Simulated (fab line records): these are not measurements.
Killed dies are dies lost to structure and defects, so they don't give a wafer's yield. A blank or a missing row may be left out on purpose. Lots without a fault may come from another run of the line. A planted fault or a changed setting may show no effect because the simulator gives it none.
Which tool was responsible? | flow gf180mcu | 15 lots, 39 wafers sampled, at 4 steps of a route of 602

WHAT THE GAUGES READ, wafer by wafer
GF_CONTACT_OVL_MEAS_15.
lot  | measured     | on         | CONTACT_OVL (nm)
L283 | day 16 04:35 | overlay-01 | 8 0 10
L284 | day 16 09:29 | overlay-02 | 4 5 2
L285 | day 17 01:46 | overlay-01 | -9 1 -9
L287 | day 18 00:46 | overlay-01 | 1
L291 | day 19 05:35 | overlay-02 | 1
L292 | day 19 13:04 | overlay-01 | -10
L294 | day 20 05:23 | overlay-02 | 2 10 1
L295 | day 20 11:59 | overlay-02 | -9 -10 -15
L297 | day 21 04:57 | overlay-01 | 2 11 -4
L298 | day 21 11:10 | overlay-02 | -11 -7 0
L300 | day 22 09:03 | overlay-02 | -1 1 -1
L301 | day 22 13:20 | overlay-02 | 5 7 13
L303 | day 23 05:59 | overlay-01 | -8 -5 -4
L304 | day 23 14:33 | overlay-01 | 4 8 5
L305 | day 23 20:41 | overlay-02 | 4 2 5

GF_V1_OVL_MEAS_15.
lot  | measured     | on         | V1_OVL (nm)
L283 | day 18 03:59 | overlay-01 | -15 -10 -7
L284 | day 18 10:14 | overlay-01 | -10 -1 -7
L285 | day 19 03:27 | overlay-01 | -10 -5 -15
L287 | day 20 03:49 | overlay-01 | -6
L291 | day 21 09:11 | overlay-01 | -1
L292 | day 21 16:31 | overlay-01 | -12
L294 | day 22 09:08 | overlay-01 | -2 -1 -4
L295 | day 22 15:11 | overlay-01 | -4 -7 -8
L297 | day 23 06:22 | overlay-01 | 1 -7 -2
L298 | day 23 13:34 | overlay-01 | 1 5 6
L300 | day 24 09:38 | overlay-01 | 0 -15 -7
L301 | day 24 14:29 | overlay-01 | 0 -2 -1
L303 | day 25 04:34 | overlay-01 | 6 -1 1
L304 | day 25 14:07 | overlay-01 | -3 -6 -7
L305 | day 25 19:23 | overlay-01 | 0 -7 0

EACH LOT AND THE TOOL THAT RAN IT (in order: tool; ch and the chambers of the sampled wafers; start)
lot  | GF_M1_SPUTTER_04             | GF_M1_STRIP_17
L283 | pvd-sputter-03, day 16 05:57 | plasma-asher-03 ch 0,1, day 17 03:49
L284 | pvd-sputter-03, day 16 10:50 | plasma-asher-04 ch 0,1, day 17 09:33
L285 | pvd-sputter-04, day 17 03:07 | plasma-asher-04 ch 0,1, day 18 02:29
L287 | pvd-sputter-03, day 18 02:08 | plasma-asher-04 ch 1, day 19 02:08
L291 | pvd-sputter-03, day 19 06:56 | plasma-asher-04 ch 1, day 20 07:46
L292 | pvd-sputter-03, day 19 14:25 | plasma-asher-04 ch 1, day 20 15:10
L294 | pvd-sputter-03, day 20 06:44 | plasma-asher-03 ch 0,1, day 21 07:46
L295 | pvd-sputter-04, day 20 13:21 | plasma-asher-03 ch 0,1, day 21 13:14
L297 | pvd-sputter-04, day 21 06:19 | plasma-asher-01 ch 0,1, day 22 06:05
L298 | pvd-sputter-01, day 21 12:31 | plasma-asher-03 ch 0,1, day 22 13:05
L300 | pvd-sputter-03, day 22 10:25 | plasma-asher-01 ch 0,1, day 23 10:08
L301 | pvd-sputter-04, day 22 14:41 | plasma-asher-01 ch 1, day 23 14:20
L303 | pvd-sputter-03, day 23 07:20 | plasma-asher-03 ch 0,1, day 24 05:50
L304 | pvd-sputter-03, day 23 15:55 | plasma-asher-01 ch 0,1, day 24 15:13
L305 | pvd-sputter-03, day 23 22:02 | plasma-asher-03 ch 0,1, day 24 20:58
- GF_M1_SPUTTER_04: material TiN, target thk 50 nm, time 41.7 s.
- GF_M1_STRIP_17: strips in O2/N2.

WHAT THE TOOLS THEMSELVES READ (means of the sampled wafers that have a number; where no wafer has one, the mark that the record gives instead)
GF_M1_SPUTTER_04.
lot  | tool           | throttle-valve-pct (%)
L283 | pvd-sputter-03 | 30.6
L284 | pvd-sputter-03 | 30.5
L285 | pvd-sputter-04 | 30.6
L287 | pvd-sputter-03 | 31.2
L291 | pvd-sputter-03 | 30.9
L292 | pvd-sputter-03 | 30.6
L294 | pvd-sputter-03 | 30.4
L295 | pvd-sputter-04 | 29.5
L297 | pvd-sputter-04 | 30.3
L298 | pvd-sputter-01 | 30.2
L300 | pvd-sputter-03 | 30.6
L301 | pvd-sputter-04 | 29.9
L303 | pvd-sputter-03 | 30.6
L304 | pvd-sputter-03 | 30.4
L305 | pvd-sputter-03 | 31.2

GF_M1_STRIP_17.
lot  | tool            | chamber-pressure-mTorr (mTorr) | drypump-motor-current-A (A) | heater-power-w (W) | n2-flow-sccm (sccm) | oes-product-au (a.u.) | strip-time-to-endpoint-s (s)
L283 | plasma-asher-03 | 1500.4                         | 5.6                         | 293                | 299.9               | 0.557                 | 7.88
L284 | plasma-asher-04 | 1500.0                         | 5.4                         | 294                | 300.0               | 0.555                 | 7.82
L285 | plasma-asher-04 | 1500.3                         | 5.4                         | 299                | 299.8               | 0.554                 | 7.89
L287 | plasma-asher-04 | 1199.9                         | 5.3                         | 315                | 299.1               | 0.553                 | 8.46
L291 | plasma-asher-04 | 1198.3                         | 5.3                         | 305                | 299.4               | 0.556                 | 8.41
L292 | plasma-asher-04 | 1200.8                         | 5.3                         | 304                | 300.5               | 0.559                 | 8.34
L294 | plasma-asher-03 | 1500.5                         | 5.4                         | 291                | 299.8               | 0.560                 | 7.82
L295 | plasma-asher-03 | 1499.3                         | 5.4                         | 296                | 300.3               | 0.556                 | 7.91
L297 | plasma-asher-01 | 1500.4                         | 5.9                         | 351                | 300.0               | 0.563                 | 7.93
L298 | plasma-asher-03 | 1499.6                         | 5.6                         | 294                | 300.8               | 0.557                 | 7.84
L300 | plasma-asher-01 | 1500.4                         | 6.0                         | 325                | 300.4               | 0.557                 | 7.96
L301 | plasma-asher-01 | 1501.6                         | 6.2                         | 288                | 299.9               | 0.556                 | 7.87
L303 | plasma-asher-03 | 1500.3                         | 5.4                         | 293                | 298.7               | 0.557                 | 7.93
L304 | plasma-asher-01 | 1499.5                         | 5.9                         | 348                | 300.2               | 0.555                 | 7.85
L305 | plasma-asher-03 | 1499.9                         | 5.6                         | 289                | 299.6               | 0.556                 | 7.87

THE ANSWER, worked out from the rows above alone
Rule: usual is defined by the lots themselves. The widest of any qualifying gaps counts: lots, ordered by their means at a reading, are off when they make up no more than a third of the lots, leave a main group of 4 or more, and stand apart from it by 3 or more times the standard deviation of that group's means. Not used: any main group whose means are identical at the precision the tables above print for the reading. Also off: a lot with no number at a reading for which 4 or more lots have one. The other lots that the step has rows for count as sound. First the gauges in route order, then the tools' own readings, where a lot's mean is used as printed above. At the first step where some lot is off, the reading lying furthest off is the one used; lots without a number count as furthest.
Off, at GF_M1_STRIP_17 on chamber-pressure-mTorr: L287, L291, L292. For the main group the mean is 1500.2 mTorr and the standard deviation 0.58.
A tool fits if, at that step or a process step before it, it ran every lot that is off, and no sound lot after the first of them. One fits: GF_M1_STRIP_17 on plasma-asher-04. A fault onset in the window from L285 (day 18 02:29, its last sound lot) to L287 (day 19 02:08, its first lot off) fits.
The tool's own readings at GF_M1_STRIP_17 bear it out: on the lots that are off they differ by more than 5 times the standard deviation of the sound lots' means. chamber-pressure-mTorr reads 1199.7 mTorr there against 1500.2 mTorr on the sound lots; strip-time-to-endpoint-s reads 8.40 s there against 7.88 s on the sound lots.

WHAT THE SIMULATOR HAD PUT IN
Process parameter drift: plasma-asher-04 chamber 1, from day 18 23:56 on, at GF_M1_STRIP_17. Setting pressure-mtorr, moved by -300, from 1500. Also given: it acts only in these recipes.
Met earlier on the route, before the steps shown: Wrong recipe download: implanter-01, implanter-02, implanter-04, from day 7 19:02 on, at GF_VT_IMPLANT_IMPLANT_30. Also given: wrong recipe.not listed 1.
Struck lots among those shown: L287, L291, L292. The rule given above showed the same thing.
